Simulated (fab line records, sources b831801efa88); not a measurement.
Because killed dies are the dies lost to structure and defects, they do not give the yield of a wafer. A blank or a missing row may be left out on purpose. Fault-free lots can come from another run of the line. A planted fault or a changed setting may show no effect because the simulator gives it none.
Struck lot and sound lot, side by side    flow sky130    15 out of 708 route steps
Sound: these wafers, L239.1, L239.2, L239.6. Struck: wafers L256.1, L256.2, L256.6. At the end, the cause is stated.
Per side, at each step with rows, come the tool, then ch with its chambers, and then its first start. Under that, the readings that differ: sound wafers    struck wafers    difference of the means    sigmas: that difference in standard deviations of wafers without a fault.
alike: readings whose means differ by less than 2 such deviations, and words and numbers that are the same on both sides. not compared: withheld readings, readings that some wafer has no value for, bounds like >300 that may hide the same value, and numbers for which the record gives no deviation and whose values overlap.
A row with sigmas, a row that says differs or no value, or rows on one side alone: a step with any of these is where the two part. Numbers that have no deviation but don't overlap get no sigmas and don't part them. A reading missing from all wafers of one side parts the sides only when that side holds two or more wafers.

SKY_VIA1_CMP_24: polishes, stops on SiO2, t overpolish 15 s, target thk 0 nm.
  sound on cmp-02 ch 0,2, day 34 04:28; struck on cmp-02 ch 0,2, day 39 11:52
  alike: motor_current_A, overpolish_run_s, time_to_endpoint_s
SKY_METAL2_SPUTTER_00: material Ti, target thk 15 nm, time 10 s.
  sound on pvd_sputter-03 at day 34 04:43; struck on pvd_sputter-02 at day 39 12:07
  alike: chamber_pressure_pa, throttle_valve_pct
SKY_METAL2_SPUTTER_01: material TiN, target thk 20 nm, time 16.7 s.
  sound on pvd_sputter-03 at day 34 04:44; struck on pvd_sputter-02 at day 39 12:08
  alike: chamber_pressure_pa, throttle_valve_pct
SKY_METAL2_SPUTTER_02: material AlCu, target thk 250 nm, time 13.3 s.
  sound on pvd_sputter-03 at day 34 04:46; struck on pvd_sputter-02 at day 39 12:10
  alike: chamber_pressure_pa, throttle_valve_pct
then, 1 step without rows for these wafers: SKY_METAL2_SPUTTER_03 (material Ti, target thk 5 nm, time 3.3 s).
SKY_METAL2_SPUTTER_04: material TiN, target thk 70 nm, time 58.3 s.
  sound on pvd_sputter-03 at day 34 04:48; struck on pvd_sputter-02 at day 39 12:13
  alike: chamber_pressure_pa, throttle_valve_pct
SKY_METAL2_RS_MEAS_05: measures by four-point-probe.
  sound on film_metro-04 at day 34 04:51; struck on film_metro-04 at day 39 12:15
  alike: METAL2_ALCU_RS
SKY_METAL2_THK_MEAS_06: measures by xrf.
  sound on film_metro-04 at day 34 04:58; struck on film_metro-04 at day 39 12:22
  alike: METAL2_ALCU_THK
then, 4 steps without rows for these wafers: SKY_METAL2_DEHYDRATE_07 (time 60 s); SKY_METAL2_HMDS_08 (prime time 60 s); SKY_METAL2_COAT_09 (resist thk 60 nm); SKY_METAL2_COAT_10 (resist thk 450 nm).
SKY_METAL2_SOFTBAKE_11: time 90 s.
  sound on litho_track-02 ch 0, day 34 18:00; struck on litho_track-04 ch 0, day 40 01:00
reading                   sound                 struck                difference  sigmas
heater_power_total_W (W)  57.34 57.31 57.26     58.07 58.12 57.92     +0.73       +7
run_length_s (s)          119.09 119.12 118.99  116.08 116.34 115.94  -2.95       -18
  alike: chill_plate_temp_C
then, 1 step without rows for these wafers: SKY_METAL2_EXPOSE_12 (exposes mask MM2, target cd 140 nm).
-- the record jumps here: 10 days lie between the struck wafers' starts before and after (it left off in module METAL2 and takes up again in module PAD_OPEN, whose first step shown is number 708 of the route) --
SKY_PAD_OPEN_PROBE_99:
  sound on prober-02 at day 45 21:22; struck on prober-01 at day 49 23:38
reading             sound     struck    difference  sigmas
killed_at_contacts  31 20 15  35 24 45  +13         +2
  alike: defect_limited_yield, killed_at_M0_to_M3, killed_at_M4_up, killed_at_front_end, killed_at_other, killed_dies, killed_on_rim, killed_open, killed_short, sort_bin_3_pad_short, sort_bin_5_function, sort_bin_6_memory, sort_n_pass, sort_yield_pct

## WHERE THEY PART
Last at SKY_PAD_OPEN_PROBE_99 as far as this record goes, first at SKY_METAL2_SOFTBAKE_11.

WHY: what the simulator had put in
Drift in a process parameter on litho_track-04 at SKY_METAL2_SOFTBAKE_11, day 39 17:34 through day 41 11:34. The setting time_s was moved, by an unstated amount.
